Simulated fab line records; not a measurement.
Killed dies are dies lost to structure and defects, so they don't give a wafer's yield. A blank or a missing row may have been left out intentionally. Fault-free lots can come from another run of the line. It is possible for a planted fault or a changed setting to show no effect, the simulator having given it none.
Chamber matching | flow gf180mcu | rie-diel-01 running GF_POLY_GATE_ETCH_12: 3 sister chambers
The step etches BARC in N2/H2. 14 wafers are shown with their chamber, then 4 later ones without.

## EACH WAFER AND ITS CHAMBER
wafer  | chamber | drypump-motor-current-A (A) | rf-fwd-power-W (W) | throttle-valve-pct (%)
L990.3 | 0       | 5.4                         | 497.3              | 13.204
L990.4 | 3       | 5.1                         | 495.1              | 13.219
L990.6 | 1       | 5.3                         | 496.6              | 13.216
L992.2 | 1       | 5.2                         | 493.7              | 13.205
L992.4 | 3       | 5.1                         | 496.4              | 13.224
L992.5 | 3       | 5.1                         | 497.1              | 13.218
L994.1 | 1       | 5.3                         | 493.3              | 13.200
L994.5 | 0       | 5.4                         | 498.5              | 13.213
L994.6 | 1       | 5.2                         | 495.4              | 13.212
L102.2 | 0       | 5.4                         | 494.9              | 13.215
L102.4 | 1       | 5.2                         | 495.7              | 13.233
L102.5 | 1       | 5.2                         | 493.8              | 13.198
L109.2 | 1       | 5.2                         | 493.6              | 13.216
L109.4 | 3       | 5.1                         | 498.7              | 13.221

SIGNATURES (averages over the wafers above)
reading                 | chamber 0 | chamber 1 | chamber 3 | scatter within a chamber
drypump-motor-current-A | 5.400     | 5.229     | 5.100     | 0.036
rf-fwd-power-W          | 496.900   | 494.586   | 496.825   | 1.46
throttle-valve-pct      | 13.21067  | 13.21143  | 13.22050  | 0.00929
Rule: for a wafer and a chamber, the distance is found by dividing, reading by reading, the gap between the wafer's reading and the chamber's mean by the reading's scatter, squaring, summing and taking the root. The wafer belongs to the nearest chamber; if the next one is less than 2 further off, it can't be placed. The scatter: the root of (the sum of the squares of (reading less its chamber's mean) over the shown wafers, divided by (wafers less chambers)).

## WAFERS WITH NO CHAMBER GIVEN
wafer  | drypump-motor-current-A (A) | rf-fwd-power-W (W) | throttle-valve-pct (%)
L111.4 | 5.4                         | 497.8              | 13.210
L111.6 | 5.3                         | 494.8              | 13.215
L113.4 | 5.3                         | 493.1              | 13.214
L113.5 | 5.1                         | 497.2              | 13.214

## EACH ONE'S CHAMBER
wafer  | from the rows above     | in truth
L111.4 | 0                       | 0
L111.6 | can't be placed: 1 or 0 | 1
L113.4 | can't be placed: 1 or 0 | 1
L113.5 | 3                       | 3
Correct placement for 2 of the 4. Not placeable from these rows: 2 (in 2, the candidates include the true chamber). 0 placed wrongly.
